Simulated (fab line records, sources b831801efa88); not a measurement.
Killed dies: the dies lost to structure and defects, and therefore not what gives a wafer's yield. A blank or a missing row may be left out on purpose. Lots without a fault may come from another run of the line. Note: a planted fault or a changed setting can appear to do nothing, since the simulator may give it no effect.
Comparing a struck lot with a sound one ; flow sky130 ; 37 out of 708 route steps
Sound: these wafers, L406.1, L406.2, L406.3. Struck: wafers L414.3, L414.5, L414.6. At the end, the cause is stated.
Per side, at each step with rows, come the tool, then ch with its chambers, and then its first start. Under that, the readings that differ: sound wafers ; struck wafers ; difference of the means ; sigmas: that difference in standard deviations of wafers without a fault.
alike: a reading whose means differ by less than 2 such deviations, as well as words and numbers matching on both sides. not compared: withheld readings; readings where some wafer has no value; bounds like >300 that might hide an equal value; numbers whose values overlap and for which the record gives no deviation.
The two part at a step that has a row with sigmas, a row that says differs or no value, or rows on one side only. Numbers that have no deviation but don't overlap get no sigmas and don't part them. Lack of a reading on every wafer of one side parts them only where that side has two or more wafers.

first, 10 steps without rows for these wafers: SKY_VIA4_ETCH_12 (etches SiO2 in C4F8/O2/Ar, stops on TiN, target depth 580 nm); SKY_VIA4_STRIP_13 (strips in O2/N2); SKY_VIA4_STRIP_14 (strips in post etch residue remover, time 1200 s); SKY_VIA4_CLEAN_15 (cleans in IPA, time 180 s); SKY_VIA4_CLEAN_16 (cleans in O3/DIW); SKY_VIA4_SPUTTER_17 (material TiN, target thk 20 nm, time 80 s); SKY_VIA4_CVD_18 (deposits W, target thk 505 nm, time 152.14 s); SKY_VIA4_CMP_21 (polishes, stops on SiO2, t overpolish 25 s, target thk 0 nm); SKY_METAL5_SPUTTER_00 (material Ti, target thk 15 nm, time 10 s); SKY_METAL5_SPUTTER_01 (material TiN, target thk 20 nm, time 16.7 s).
SKY_METAL5_SPUTTER_02: material AlCu, target thk 1150 nm, time 61.2 s.
  sound: pvd_sputter-02 at day 43 20:22; struck: pvd_sputter-03 at day 46 14:20
  alike: throttle_valve_pct
then, 25 steps without rows for these wafers: SKY_METAL5_SPUTTER_03 (material Ti, target thk 5 nm, time 3.3 s); SKY_METAL5_SPUTTER_04 (material TiN, target thk 70 nm, time 58.3 s); SKY_METAL5_DEHYDRATE_07 (time 60 s); SKY_METAL5_HMDS_08 (prime time 60 s); SKY_METAL5_COAT_09 (resist thk 1800 nm); SKY_METAL5_SOFTBAKE_10 (time 60 s); SKY_METAL5_EXPOSE_11 (exposes mask MM5, target cd 1600 nm); SKY_METAL5_PEB_12; SKY_METAL5_DEVELOP_13 (develop time 60 s); SKY_METAL5_DESCUM_14 (chemistry O2, time 11 s); SKY_METAL5_METAL_ETCH_15 (etches the open film in Cl2/BCl3, stops on SiO2, target depth 1260 nm, time 252 s); SKY_METAL5_STRIP_16 (strips in O2/N2); SKY_METAL5_STRIP_17 (strips in post etch residue remover, time 1200 s); SKY_METAL5_CLEAN_18 (cleans in IPA, time 180 s); SKY_METAL5_CLEAN_19 (cleans in O3/DIW); SKY_PASSIVATION_CVD_00 (deposits SiO2, target thk 90 nm); SKY_PASSIVATION_CVD_02 (deposits Si3N4, target thk 540 nm); SKY_PASSIVATION_DEHYDRATE_04 (time 60 s); SKY_PASSIVATION_HMDS_05 (prime time 60 s); SKY_PASSIVATION_COAT_06 (resist thk 3000 nm); SKY_PASSIVATION_SOFTBAKE_07; SKY_PASSIVATION_EXPOSE_08 (exposes mask NSM, target cd 3000 nm); SKY_PASSIVATION_PEB_09; SKY_PASSIVATION_DEVELOP_10 (develop time 60 s); SKY_PASSIVATION_ETCH_11 (etches the open film in CF4/O2, stops on AlCu, target depth 725 nm, time 161.1 s).
-- the record jumps here: 2 days lie between the struck wafers' starts before and after (it left off in module PASSIVATION and takes up again in module PAD_OPEN, whose first step shown is number 708 of the route) --
SKY_PAD_OPEN_PROBE_99:
  sound: prober-02 at day 46 15:19; struck: prober-01 at day 48 23:50
reading;sound;struck;difference;sigmas
defect_limited_yield (%);79.9 83.5 81.9;68.3 72.2 71.3;-11.2;-6
killed_at_M4_up;1 6 2;73 71 74;+70;+39
killed_dies;99 81 89;156 137 141;+55;+6
sort_bin_3_pad_short (%);1.8 0.4 1.4;5.7 4.5 5.9;+4.2;+10
sort_bin_5_function (%);10.8 8.1 10.6;18.9 16.9 16.3;+7.5;+5
sort_n_pass;393 411 403;336 355 351;-55;-6
sort_yield_pct (%);79.9 83.5 81.9;68.3 72.2 71.3;-11.2;-6
model.etest.tester.sort_n_pass;393 411 403;336 355 351;-55;
model.etest.tester.sort_yield_pct (%);79.88 83.54 81.91;68.29 72.15 71.34;-11.18;
model.etest.tester.sort_bin_5_pct (%);10.77 8.13 10.57;18.9 16.87 16.26;+7.5;
model.etest.tester.sort_bin_3_pct (%);1.829 0.4065 1.423;5.691 4.472 5.894;+4.133;
  alike: killed_at_M0_to_M3, killed_at_contacts, killed_at_front_end, killed_at_other, killed_open, killed_short, sort_bin_6_memory

WHERE THEY PART
Within this record, at SKY_PAD_OPEN_PROBE_99 only.

WHY: whatever the simulator had introduced
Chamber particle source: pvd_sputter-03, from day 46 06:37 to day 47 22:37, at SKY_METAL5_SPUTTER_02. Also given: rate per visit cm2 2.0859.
